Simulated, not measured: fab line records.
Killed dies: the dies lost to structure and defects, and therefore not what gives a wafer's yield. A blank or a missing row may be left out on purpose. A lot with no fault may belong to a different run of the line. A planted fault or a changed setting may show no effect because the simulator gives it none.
fab line records | flow sky130
record lots=24 wafers=72 last-day=50
route steps=708 shown METAL3@534 CAPM@550 CAP2M@605 METAL4@631 METAL5@667 PASSIVATION@692
lots that met no fault: from a run of the same line without faults
start-h: hours from the record's opening day to when the first of the lot's shown wafers began | wait-h: hours from the lot's prior step to this one | " identical to the entry in the row above | L1.1+2: a single row standing in for several wafers | - value missing, or start not given | * or withheld: withheld | < > ~ a bound
route shown NAME@n: a module of which the file shows steps, and the number in the route of the first | usual: the fault-free wafers' mean and standard deviation | same: alike in all rows | chamber/n: place in a boat | sites: readings site by site | _std_site: the standard deviation of these | _edge_site: mean of outer sites minus mean of inner sites | radius-mm: for every site, how far away it sits from the centre of the wafer | mask NAME#n: copy n | behind: the last tool/chamber to shape the wafer | hold: why the lot went on hold/how many hours it stayed there/how the hold came to an end | device: which transistor (n, p or np) failed to switch | end of line: at the end of the route, the tests of the same wafers | where a step has no rows: the recipe by itself | killed: at the first sort, the dies lost to defects and structure; wafer yield is something else | map: per-die view of a wafer (x killed, . not killed, _ where there is no die)
set.NAME: the setting as run; set.NAME@STEP: as run at that earlier step | model.NAME: the simulator's own value behind a step, which no gauge read
route steps across a sampled set of lots; one table per step, one row per wafer
services: a tool's chamber out of use, with start hour (start-h, from the record's first day; less than 0 if before it), hours out, and reason
## steps
# step SKY_METAL3_SPUTTER_02
# recipe material=AlCu target-thk-nm=735 power-w=10600 time-s=39.1 chamber-pressure-pa=0.4
# usual throttle-valve-pct=29.7/1.3
# columns lot.wafer tool chamber start-h wait-h throttle-valve-pct
L074.2 pvd-sputter-04 - 862.86 0.0 31.2
L074.4 " - " " 28.0
L074.6 " - " " 30.2
L075.1 pvd-sputter-03 - 863.85 0.0 29.5
L075.3 " - " " 26.9
L075.4 " - " " 30.3
L076.2 pvd-sputter-03 - 865.53 0.0 30.5
L076.3 " - " " 29.8
L076.4 " - " " 28.7
L078.1 pvd-sputter-01 - 887.37 0.0 30.3
L078.5 " - " " 29.9
L078.6 " - " " 30.4
L077.2 pvd-sputter-04 - 888.27 0.0 30.4
L077.3 " - " " 31.2
L077.5 " - " " 31.4
L080.1 pvd-sputter-01 - 896.12 0.0 31.2
L080.4 " - " " 30.4
L080.6 " - " " 30.0
L079.2 pvd-sputter-03 - 897.37 0.0 30.6
L079.3 " - " " 28.7
L079.5 " - " " 29.6
L081.2 pvd-sputter-01 - 904.35 0.0 30.6
L081.3 " - " " 30.9
L081.6 " - " " 30.1
L082.2 pvd-sputter-04 - 907.71 0.0 30.9
L082.4 " - " " 27.8
L082.5 " - " " 28.3
L083.4 pvd-sputter-04 - 918.42 0.0 30.6
L083.5 " - " " 28.2
L083.6 " - " " 30.1
L084.3 pvd-sputter-04 - 921.42 0.0 31.0
L084.4 " - " " 27.8
L084.5 " - " " 28.3
L085.1 pvd-sputter-01 - 930.53 0.0 30.3
L085.4 " - " " 30.0
L085.5 " - " " 30.5
L087.1 pvd-sputter-03 - 938.15 0.0 30.2
L087.2 " - " " 28.5
L087.4 " - " " 27.2
L086.4 pvd-sputter-03 - 940.02 0.0 30.3
L086.5 " - " " 30.0
L086.6 " - " " 27.2
L088.1 pvd-sputter-03 - 941.15 0.0 29.7
L088.5 " - " " 30.4
L088.6 " - " " 27.1
L089.1 pvd-sputter-03 - 946.87 0.0 30.4
L089.4 " - " " 29.6
L089.5 " - " " 29.7
L090.1 pvd-sputter-01 - 957.93 0.0 30.0
L090.4 " - " " 30.4
L090.5 " - " " 30.4
L091.2 pvd-sputter-01 - 978.87 0.0 30.5
L091.3 " - " " 31.3
L091.5 " - " " 30.6
L092.1 pvd-sputter-03 - 980.21 0.0 28.5
L092.2 " - " " 27.3
L092.4 " - " " 29.7
L093.3 pvd-sputter-01 - 987.12 0.0 30.5
L093.4 " - " " 29.9
L093.6 " - " " 31.2
L094.1 pvd-sputter-03 - 988.91 0.0 27.3
L094.4 " - " " 30.5
L094.5 " - " " 27.3
L095.1 pvd-sputter-04 - 1002.17 0.0 30.7
L095.5 " - " " 30.7
L095.6 " - " " 30.2
L096.2 pvd-sputter-03 - 1007.36 0.0 27.0
L096.3 " - " " 30.1
L096.6 " - " " 30.2
L097.1 pvd-sputter-04 - 1007.96 0.0 27.8
L097.4 " - " " 30.0
L097.6 " - " " 28.1
# step SKY_CAPM_METAL_ETCH_13
# recipe target-depth-nm=220 stop-on=SiO2 chemistry=Cl2/BCl3 target=TiN pressure-mtorr=10 icp-w=900 bias-w=48.5 Cl2_flow_sccm=60 bcl3-flow-sccm=30 time-s=62.9
# usual bcl3-flow-sccm=30.00/0.086 drypump-motor-current-A=5.8/0.3 oes-product-au=0.936/0.0084 throttle-valve-pct=21.905/0.0092
# columns lot.wafer tool chamber start-h wait-h bcl3-flow-sccm drypump-motor-current-A oes-product-au rf-hours-counter-h throttle-valve-pct
L074.2 rie-metal-01 0 888.71 0.0 30.06 5.7 0.929 4 21.915
L074.4 " 0 " " 29.97 5.7 0.933 - 21.921
L074.6 " 1 " " 29.83 5.9 0.921 - 21.890
L075.1 rie-metal-02 1 889.61 0.0 30.06 5.3 0.925 18 21.899
L075.3 " 1 " " 30.10 5.3 0.941 - 21.903
L075.4 " 0 " " 29.99 6.3 0.922 - 21.901
L076.2 rie-metal-01 0 891.17 0.0 30.18 5.7 0.944 4 21.917
L076.3 " 1 " " 29.93 5.9 0.929 - 21.898
L076.4 " 0 " " 30.04 5.7 0.952 - 21.900
L078.1 rie-metal-01 1 912.02 0.0 30.13 5.9 0.930 15 21.909
L078.5 " 0 " " 29.99 5.7 0.943 - 21.906
L078.6 " 1 " " 30.09 5.9 0.936 - 21.907
L077.2 rie-metal-02 0 913.31 0.0 30.03 6.3 0.942 - 21.893
L077.3 " 0 " " 29.93 6.2 0.946 - 21.905
L077.5 " 0 " " 30.06 6.2 0.939 - 21.876
L080.1 rie-metal-01 0 921.18 0.0 30.01 5.7 0.937 5 21.902
L080.4 " 0 " " 29.77 5.7 0.949 - 21.923
L080.6 " 0 " " 30.03 5.7 0.929 - 21.909
L079.2 rie-metal-04 0 922.42 0.0 30.07 5.7 0.933 13 21.896
L079.3 " 0 " " 29.92 5.7 0.927 - 21.912
L079.5 " 1 " " 30.15 5.5 0.934 - 21.893
L081.2 rie-metal-02 0 928.46 0.0 29.98 6.3 0.922 8 21.918
L081.3 " 0 " " 30.10 6.2 0.940 - 21.907
L081.6 " 0 " " 30.04 6.3 0.936 - 21.906
L082.2 rie-metal-01 0 931.52 0.0 30.00 5.7 0.954 6 21.893
L082.4 " 0 " " 30.06 5.7 0.956 - 21.893
L082.5 " 0 " " 30.06 5.7 0.961 - 21.891
L083.4 rie-metal-01 1 942.94 0.0 29.95 5.9 0.932 - 21.904
L083.5 " 0 " " 30.21 5.7 0.920 - 21.926
L083.6 " 1 " " 29.89 5.9 0.928 - 21.925
L084.3 rie-metal-04 1 946.57 0.0 29.99 5.5 0.936 - 21.899
L084.4 " 0 " " 30.06 5.7 0.938 - 21.910
L084.5 " 1 " " 29.98 5.5 0.944 - 21.915
L085.1 rie-metal-04 0 954.98 0.0 30.05 5.7 0.930 15 21.921
L085.4 " 0 " " 30.02 5.7 0.932 - 21.896
L085.5 " 0 " " 30.02 5.7 0.940 - 21.911
L087.1 rie-metal-01 0 961.53 0.0 29.93 5.7 0.946 7 21.886
L087.2 " 1 " " 29.94 5.9 0.949 17 21.907
L087.4 " 1 " " 29.83 5.9 0.943 - 21.897
L086.4 rie-metal-04 1 963.89 0.0 29.99 5.5 0.934 - 21.897
L086.5 " 1 " " 30.03 5.5 0.939 - 21.906
L086.6 " 0 " " 29.95 5.7 0.940 - 21.905
L088.1 rie-metal-02 0 965.21 0.0 30.07 6.3 0.931 10 21.909
L088.5 " 0 " " 29.95 6.3 0.934 - 21.909
L088.6 " 1 " " 30.00 5.3 0.930 - 21.905
L089.1 rie-metal-01 0 971.24 0.0 30.04 5.7 0.931 8 21.902
L089.4 " 1 " " 30.11 5.9 0.925 - 21.919
L089.5 " 1 " " 29.95 5.9 0.927 - 21.927
L090.1 rie-metal-02 0 982.46 0.0 29.89 6.3 0.931 11 21.903
L090.4 " 0 " " 29.84 6.3 0.922 - 21.918
L090.5 " 1 " " 30.12 5.3 0.933 - 21.904
L091.2 rie-metal-02 0 1002.26 0.0 29.98 6.3 0.944 12 21.900
L091.3 " 1 " " 30.00 5.3 0.940 - 21.912
L091.5 " 0 " " 30.10 6.3 0.941 - 21.903
L092.1 rie-metal-02 0 1003.86 0.0 30.01 6.3 0.940 12 21.898
L092.2 " 1 " " 29.87 5.3 0.951 4 21.884
L092.4 " 1 " " 29.94 5.3 0.950 - 21.889
L093.3 rie-metal-02 0 1010.57 0.1 29.98 6.3 0.935 - 21.915
L093.4 " 1 " " 30.01 5.3 0.930 - 21.906
L093.6 " 1 " " 30.00 5.3 0.932 - 21.912
L094.1 rie-metal-04 0 1011.86 0.0 30.01 5.7 0.938 19 21.912
L094.4 " 0 " " 29.88 5.7 0.939 - 21.903
L094.5 " 0 " " 29.88 5.7 0.941 - 21.915
L095.1 rie-metal-01 0 1024.81 0.0 30.13 5.7 0.953 10 21.906
L095.5 " 0 " " 30.17 5.7 0.943 - 21.906
L095.6 " 0 " " 30.06 5.7 0.942 - 21.899
L096.2 rie-metal-01 0 1029.71 0.0 30.00 5.7 0.931 - 21.896
L096.3 " 0 " " 30.05 5.7 0.924 - 21.926
L096.6 " 0 " " 30.03 5.7 0.928 - 21.908
L097.1 rie-metal-04 1 1030.34 0.0 29.93 5.5 0.950 21 21.904
L097.4 " 1 " " 29.92 5.5 0.942 - 21.912
L097.6 " 0 " " 30.05 5.7 0.941 - 21.904
# step SKY_CAP2M_SPUTTER_02
# recipe material=TiN target-thk-nm=200 temp-c=300 power-w=6500 time-s=166.7 chamber-pressure-pa=0.4
# usual substrate-temp-c=299.96/0.21 throttle-valve-pct=30.0/1.1
# columns lot.wafer tool chamber start-h wait-h substrate-temp-c throttle-valve-pct
L074.2 pvd-sputter-04 - 942.61 0.0 300.29 28.0
L074.4 " - " " 300.03 30.7
L074.6 " - " " 299.99 31.1
L075.1 pvd-sputter-04 - 943.74 0.1 299.95 30.7
L075.3 " - " " 300.03 30.2
L075.4 " - " " 299.94 31.0
L076.2 pvd-sputter-01 - 944.39 0.0 300.10 30.2
L076.3 " - " " 300.36 31.2
L076.4 " - " " 300.20 30.4
L078.1 pvd-sputter-01 - 964.66 0.1 300.34 30.3
L078.5 " - " " 299.80 30.5
L078.6 " - " " 300.20 30.8
L077.2 pvd-sputter-04 - 966.03 0.0 299.55 28.3
L077.3 " - " " 300.09 31.1
L077.5 " - " " 300.48 31.1
L080.1 pvd-sputter-04 - 973.73 0.1 300.25 30.9
L080.4 " - " " 299.88 30.6
L080.6 " - " " 299.40 30.8
L079.2 pvd-sputter-01 - 974.85 0.0 299.86 31.1
L079.3 " - " " 299.98 30.6
L079.5 " - " " 300.28 30.2
L081.2 pvd-sputter-03 - 983.66 0.0 300.05 29.7
L081.3 " - " " 300.28 28.6
L081.6 " - " " 300.02 30.6
L082.2 pvd-sputter-03 - 986.42 0.0 299.95 29.8
L082.4 " - " " 299.96 30.3
L082.5 " - " " 299.93 28.6
L083.4 pvd-sputter-04 - 993.46 0.0 300.33 31.3
L083.5 " - " " 299.94 30.4
L083.6 " - " " 299.98 28.2
L084.3 pvd-sputter-04 - 997.14 0.0 300.00 29.9
L084.4 " - " " 299.63 30.7
L084.5 " - " " 299.91 31.0
L085.1 pvd-sputter-03 - 1006.20 0.1 299.81 29.3
L085.4 " - " " 299.92 28.4
L085.5 " - " " 299.99 30.0
L087.1 pvd-sputter-04 - 1012.98 0.1 299.88 30.3
L087.2 " - " " 299.99 28.0
L087.4 " - " " 299.95 28.1
L086.4 pvd-sputter-04 - 1015.22 0.1 299.98 28.0
L086.5 " - " " 300.19 30.1
L086.6 " - " " 299.71 30.5
L088.1 pvd-sputter-04 - 1015.82 0.1 299.89 29.8
L088.5 " - " " 299.92 30.1
L088.6 " - " " 299.75 28.1
L089.1 pvd-sputter-04 - 1020.80 0.1 299.82 30.4
L089.4 " - " " 299.70 30.8
L089.5 " - " " 299.96 27.9
L090.1 pvd-sputter-04 - 1031.75 0.1 299.80 28.1
L090.4 " - " " 299.83 30.4
L090.5 " - " " 300.16 31.2
L091.2 pvd-sputter-04 - 1051.35 0.0 300.32 30.4
L091.3 " - " " 300.03 27.6
L091.5 " - " " 300.08 30.3
L092.1 pvd-sputter-01 - 1053.00 0.1 299.74 31.3
L092.2 " - " " 300.05 30.2
L092.4 " - " " 299.45 30.2
L093.3 pvd-sputter-01 - 1059.15 0.0 300.13 31.3
L093.4 " - " " 299.86 30.2
L093.6 " - " " 299.76 30.6
L094.1 pvd-sputter-01 - 1060.14 0.1 299.78 30.5
L094.4 " - " " 299.92 30.2
L094.5 " - " " 300.25 30.5
L095.1 pvd-sputter-01 - 1072.08 0.1 299.93 30.5
L095.5 " - " " 299.97 30.2
L095.6 " - " " 299.52 31.3
L096.2 pvd-sputter-01 - 1078.13 0.0 300.04 30.4
L096.3 " - " " 299.82 30.2
L096.6 " - " " 300.38 30.5
L097.1 pvd-sputter-03 - 1078.35 0.1 299.86 30.4
L097.4 " - " " 300.19 27.2
L097.6 " - " " 299.88 30.2
# step SKY_METAL4_DESCUM_15
# recipe chemistry=O2 source-power-w=150 bias-power-w=0 pressure-mtorr=10 temp-c=40 time-s=8
# usual drypump-motor-current-A=5.71/0.23 oes-product-au=0.997/0.0082
# columns lot.wafer tool chamber start-h wait-h drypump-motor-current-A oes-product-au rf-hours-counter-h
L074.2 rie-metal-04 1 990.18 0.0 5.54 0.995 19
L074.4 " 1 " " 5.55 0.989 -
L074.6 " 0 " " 5.70 1.003 -
L075.1 rie-metal-03 0 991.69 0.0 5.71 0.995 14
L075.3 " 0 " " 5.68 0.998 -
L075.4 " 1 " " 5.88 0.995 -
L076.2 rie-metal-02 1 991.93 0.0 5.28 0.994 3
L076.3 " 0 " " 6.29 1.002 -
L076.4 " 1 " " 5.27 1.000 -
L078.1 rie-metal-02 1 1012.84 0.0 5.27 0.990 4
L078.5 " 0 " " 6.28 1.003 -
L078.6 " 1 " " 5.26 0.997 -
L077.2 rie-metal-03 1 1013.41 0.0 5.89 1.003 9
L077.3 " 1 " " 5.87 1.003 -
L077.5 " 1 " " 5.87 1.017 -
L080.1 rie-metal-04 0 1020.98 0.0 5.68 0.991 19
L080.4 " 0 " " 5.69 1.005 -
L080.6 " 1 " " 5.51 0.995 -
L079.2 rie-metal-03 0 1022.41 0.0 5.71 0.989 16
L079.3 " 1 " " 5.87 0.994 -
L079.5 " 0 " " 5.72 0.998 -
L081.2 rie-metal-03 1 1029.23 0.0 5.89 1.012 10
L081.3 " 0 " " 5.69 0.999 -
L081.6 " 1 " " 5.86 1.003 -
L082.2 rie-metal-03 1 1033.18 0.0 5.88 1.002 10
L082.4 " 0 " " 5.59 0.993 -
L082.5 " 1 " " 5.86 1.006 -
L083.4 rie-metal-04 0 1039.89 0.0 5.71 0.982 -
L083.5 " 0 " " 5.70 0.983 -
L083.6 " 0 " " 5.72 0.998 -
L084.3 rie-metal-04 0 1043.76 0.0 5.70 0.979 -
L084.4 " 0 " " 5.71 0.981 -
L084.5 " 0 " " 5.70 0.987 -
L085.1 rie-metal-04 0 1050.84 0.0 5.70 0.993 22
L085.4 " 0 " " 5.71 0.994 -
L085.5 " 0 " " 5.69 0.996 -
L087.1 rie-metal-04 1 1058.19 0.0 5.52 1.002 0
L087.2 " 0 " " 5.71 0.996 22
L087.4 " 0 " " 5.72 0.983 -
L086.4 rie-metal-04 1 1060.70 0.0 5.55 1.003 -
L086.5 " 0 " " 5.71 0.999 -
L086.6 " 1 " " 5.55 0.997 -
L088.1 rie-metal-02 0 1061.04 0.0 6.28 1.003 16
L088.5 " 0 " " 6.27 0.991 -
L088.6 " 1 " " 5.27 0.995 -
L089.1 rie-metal-04 1 1065.83 0.0 5.57 1.006 1
L089.4 " 1 " " 5.57 1.006 -
L089.5 " 0 " " 5.70 1.005 -
L090.1 rie-metal-02 1 1075.61 0.0 5.28 0.989 9
L090.4 " 1 " " 5.28 0.982 -
L090.5 " 0 " " 6.30 0.989 -
L091.2 rie-metal-03 1 1094.38 0.0 5.88 1.006 14
L091.3 " 1 " " 5.87 1.006 -
L091.5 " 1 " " 5.86 1.006 -
L092.1 rie-metal-04 0 1095.51 0.0 5.70 0.984 25
L092.2 " 1 " " 5.53 1.001 3
L092.4 " 1 " " 5.53 0.999 -
L093.3 rie-metal-03 1 1101.99 0.0 5.90 1.008 -
L093.4 " 0 " " 5.67 1.006 -
L093.6 " 0 " " 5.73 1.001 -
L094.1 rie-metal-03 0 1102.33 0.0 5.65 1.003 22
L094.4 " 0 " " 5.67 0.998 -
L094.5 " 0 " " 5.69 1.005 -
L095.1 rie-metal-04 1 1114.89 0.0 5.55 1.001 4
L095.5 " 1 " " 5.50 1.018 -
L095.6 " 0 " " 5.71 0.984 -
L096.2 rie-metal-04 1 1118.14 0.0 5.49 1.008 4
L096.3 " 1 " " 5.49 1.016 -
L096.6 " 1 " " 5.52 1.009 -
L097.1 rie-metal-03 1 1118.49 0.0 5.88 0.995 17
L097.4 " 0 " " 5.66 0.991 -
L097.6 " 1 " " 5.90 0.991 -
# step SKY_METAL5_THK_MEAS_06
# recipe thk-meas-gauge=xrf reads=AlCu_of_METAL5_SPUTTER_02
# usual METAL5_ALCU_THK=1191/20
# columns lot.wafer tool chamber start-h wait-h METAL5_ALCU_THK[nm]
L074.2 film-metro-01 - 1016.01 0.1 1205
L074.4 " - " " 1191
L074.6 " - " " 1179
L075.1 film-metro-04 - 1018.07 0.1 1180
L075.3 " - " " 1197
L075.4 " - " " 1221
L076.2 film-metro-01 - 1018.38 0.1 1189
L076.3 " - " " 1191
L076.4 " - " " 1194
L078.1 film-metro-04 - 1038.70 0.1 1215
L078.5 " - " " 1213
L078.6 " - " " 1246
L077.2 film-metro-02 - 1039.01 0.1 1218
L077.3 " - " " 1165
L077.5 " - " " 1216
L080.1 film-metro-04 - 1046.74 0.1 1217
L080.4 " - " " 1207
L080.6 " - " " 1216
L079.2 film-metro-01 - 1047.85 0.1 1200
L079.3 " - " " 1182
L079.5 " - " " 1182
L081.2 film-metro-04 - 1054.32 0.1 1173
L081.3 " - " " 1215
L081.6 " - " " 1184
L082.2 film-metro-01 - 1057.57 0.1 1202
L082.4 " - " " 1185
L082.5 " - " " 1186
L083.4 film-metro-02 - 1065.33 0.1 1179
L083.5 " - " " 1180
L083.6 " - " " 1186
L084.3 film-metro-04 - 1069.13 0.1 1189
L084.4 " - " " 1176
L084.5 " - " " 1195
L085.1 film-metro-01 - 1075.31 0.1 1189
L085.4 " - " " 1194
L085.5 " - " " 1196
L087.1 film-metro-01 - 1082.48 0.1 1165
L087.2 " - " " 1199
L087.4 " - " " 1176
L086.4 film-metro-04 - 1085.27 0.1 1196
L086.5 " - " " 1187
L086.6 " - " " 1192
L088.1 film-metro-01 - 1085.84 0.1 1178
L088.5 " - " " 1144
L088.6 " - " " 1176
L089.1 film-metro-02 - 1090.71 0.1 1208
L089.4 " - " " 1186
L089.5 " - " " 1188
L090.1 film-metro-02 - 1102.84 0.1 1172
L090.4 " - " " 1180
L090.5 " - " " 1178
L091.2 film-metro-01 - 1121.54 0.1 1165
L091.3 " - " " 1163
L091.5 " - " " 1166
L092.1 film-metro-04 - 1122.72 0.1 1194
L092.2 " - " " 1204
L092.4 " - " " 1216
L093.3 film-metro-01 - 1125.63 0.1 1181
L093.4 " - " " 1180
L093.6 " - " " 1186
L094.1 film-metro-04 - 1125.91 0.1 1198
L094.4 " - " " 1220
L094.5 " - " " 1226
L095.1 film-metro-04 - 1137.23 0.1 1190
L095.5 " - " " 1183
L095.6 " - " " 1158
L096.2 film-metro-01 - 1139.18 0.1 1155
L096.3 " - " " 1165
L096.6 " - " " 1143
L097.1 film-metro-02 - 1139.77 0.1 1221
L097.4 " - " " 1217
L097.6 " - " " 1194
# step SKY_PASSIVATION_ETCH_11
# recipe chemistry=CF4/O2 target-depth-nm=725 stop-on=AlCu source-w=800 bias-w=150 pressure-mtorr=150 cf4-flow-sccm=80 O2_flow_sccm=10 time-s=161.1
# usual drypump-motor-current-A=5.8/0.5 oes-product-au=0.975/0.0083 throttle-valve-pct=5.964/0.0089
# columns lot.wafer tool chamber start-h wait-h drypump-motor-current-A oes-product-au rf-hours-counter-h throttle-valve-pct
L074.2 rie-diel-02 2 1061.00 - 6.2 0.976 23 5.980
L074.4 " 3 " " 6.4 0.986 14 5.979
L074.6 " 2 " " 6.2 0.983 - 5.963
L075.1 rie-diel-01 2 1061.88 - 6.5 0.969 24 5.974
L075.3 " 3 " " 5.3 0.970 6 5.975
L075.4 " 1 " " 5.0 0.972 25 5.956
L076.2 rie-diel-01 2 1064.23 - 6.5 0.977 24 5.961
L076.3 " 0 " " 5.9 0.976 26 5.965
L076.4 " 1 " " 5.0 0.972 25 5.950
L078.1 rie-diel-01 3 1082.75 - 5.4 0.987 7 5.949
L078.5 " 0 " " 5.9 0.979 - 5.964
L078.6 " 1 " " 5.0 0.972 - 5.964
L077.2 rie-diel-04 3 1083.58 - 5.4 0.958 6 5.965
L077.3 " 0 " " 5.9 0.957 12 5.957
L077.5 " 1 " " 5.4 0.979 - 5.960
L080.1 rie-diel-01 0 1090.05 - 5.9 0.968 27 5.951
L080.4 " 3 " " 5.3 0.982 7 5.971
L080.6 " 0 " " 5.9 0.982 - 5.960
L079.2 rie-diel-04 3 1091.15 - 5.4 0.967 6 5.945
L079.3 " 1 " " 5.4 0.981 17 5.970
L079.5 " 1 " " 5.4 0.984 - 5.970
L081.2 rie-diel-02 1 1096.65 - 6.1 0.977 9 5.972
L081.3 " 3 " " 6.4 0.976 15 5.969
L081.6 " 3 " " 6.4 1.001 - 5.967
L082.2 rie-diel-02 3 1099.30 - 6.4 0.969 15 5.971
L082.4 " 1 " " 6.1 0.982 10 5.948
L082.5 " 1 " " 6.1 0.975 - 5.971
L083.4 rie-diel-01 0 1107.08 - 5.8 0.984 28 5.969
L083.5 " 0 " " 5.8 0.975 - 5.954
L083.6 " 3 " " 5.3 0.978 - 5.969
L084.3 rie-diel-02 2 1109.65 - 6.2 0.961 25 5.956
L084.4 " 3 " " 6.4 0.983 - 5.973
L084.5 " 0 " " 5.7 0.991 - 5.983
L085.1 rie-diel-01 2 1117.05 - 6.5 0.974 27 5.969
L085.4 " 0 " " 5.9 0.985 28 5.974
L085.5 " 1 " " 5.0 0.958 - 5.948
L087.1 rie-diel-04 0 1123.05 - 5.9 0.971 12 5.967
L087.2 " 2 " " 6.2 0.985 10 5.981
L087.4 " 3 " " 5.4 0.966 - 5.958
L086.4 rie-diel-04 0 1126.08 - 5.9 0.975 - 5.964
L086.5 " 3 " " 5.4 0.968 - 5.964
L086.6 " 2 " " 6.1 0.982 - 5.982
L088.1 rie-diel-01 2 1126.60 - 6.5 0.973 27 5.965
L088.5 " 2 " " 6.5 0.986 - 5.960
L088.6 " 1 " " 5.0 0.970 - 5.942
L089.1 rie-diel-01 3 1129.80 - 5.4 0.979 9 5.962
L089.4 " 2 " " 6.5 0.977 27 5.982
L089.5 " 1 " " 5.0 0.979 - 5.972
L090.1 rie-diel-01 0 1141.33 - 5.9 0.984 29 5.970
L090.4 " 2 " " 6.5 0.973 28 5.962
L090.5 " 3 " " 5.3 0.980 - 5.959
L091.2 rie-diel-01 3 1157.85 - 5.3 0.965 9 5.966
L091.3 " 0 " " 5.9 0.968 30 5.967
L091.5 " 3 " " 5.3 0.974 - 5.970
L092.1 rie-diel-01 0 1159.00 - 5.9 0.965 30 5.978
L092.2 " 3 " " 5.3 0.976 10 5.958
L092.4 " 2 " " 6.5 0.975 28 5.951
L093.3 rie-diel-01 0 1162.55 - 5.9 0.979 30 5.952
L093.4 " 1 " " 5.0 0.971 30 5.965
L093.6 " 2 " " 6.5 0.985 - 5.954
L094.1 rie-diel-04 0 1162.95 - 5.9 0.965 14 5.958
L094.4 " 0 " " 5.9 0.974 - 5.965
L094.5 " 2 " " 6.1 0.978 - 5.960
L095.1 rie-diel-01 2 1172.23 - 6.5 0.971 29 5.972
L095.5 " 3 " " 5.3 0.978 - 5.967
L095.6 " 2 " " 6.5 0.982 - 5.966
L096.2 rie-diel-01 3 1174.18 - 5.3 0.974 10 5.963
L096.3 " 2 " " 6.5 0.974 29 5.960
L096.6 " 3 " " 5.3 0.986 - 5.972
L097.1 rie-diel-02 1 1174.85 - 6.1 0.961 13 5.959
L097.4 " 3 " " 6.4 0.985 18 5.948
L097.6 " 1 " " 6.1 0.974 - 5.959
## services
# columns tool chamber start-h hours kind
rie-metal-02 - 840.16 0.6 repair
rie-diel-01 1 847.92 3.4 repair
rie-metal-02 - 869.32 0.7 repair
rie-diel-04 2 887.30 4.6 repair
rie-diel-04 3 894.37 6.5 repair
pvd-sputter-01 - 896.56 1.6 repair
pvd-sputter-01 - 913.08 15.4 repair
pvd-sputter-03 - 918.28 13.5 repair
rie-diel-04 0 918.66 4.2 repair
rie-diel-02 3 921.14 5.9 repair
pvd-sputter-01 - 937.92 5.3 repair
rie-metal-04 1 952.12 10.9 repair
rie-metal-04 - 979.42 0.7 repair
rie-metal-04 - 999.97 2.6 repair
rie-metal-01 - 1011.47 0.9 repair
pvd-sputter-03 - 1011.69 15.9 repair
rie-diel-01 - 1020.64 14.6 pm
pvd-sputter-01 - 1065.69 2.4 repair
rie-metal-01 - 1100.28 2.2 repair
rie-metal-04 - 1100.75 2.8 pm
pvd-sputter-01 - 1109.62 5.3 repair
pvd-sputter-04 - 1124.32 4.9 repair
rie-metal-01 - 1135.32 1.2 repair
rie-metal-04 - 1162.49 0.5 repair
## key
fault none
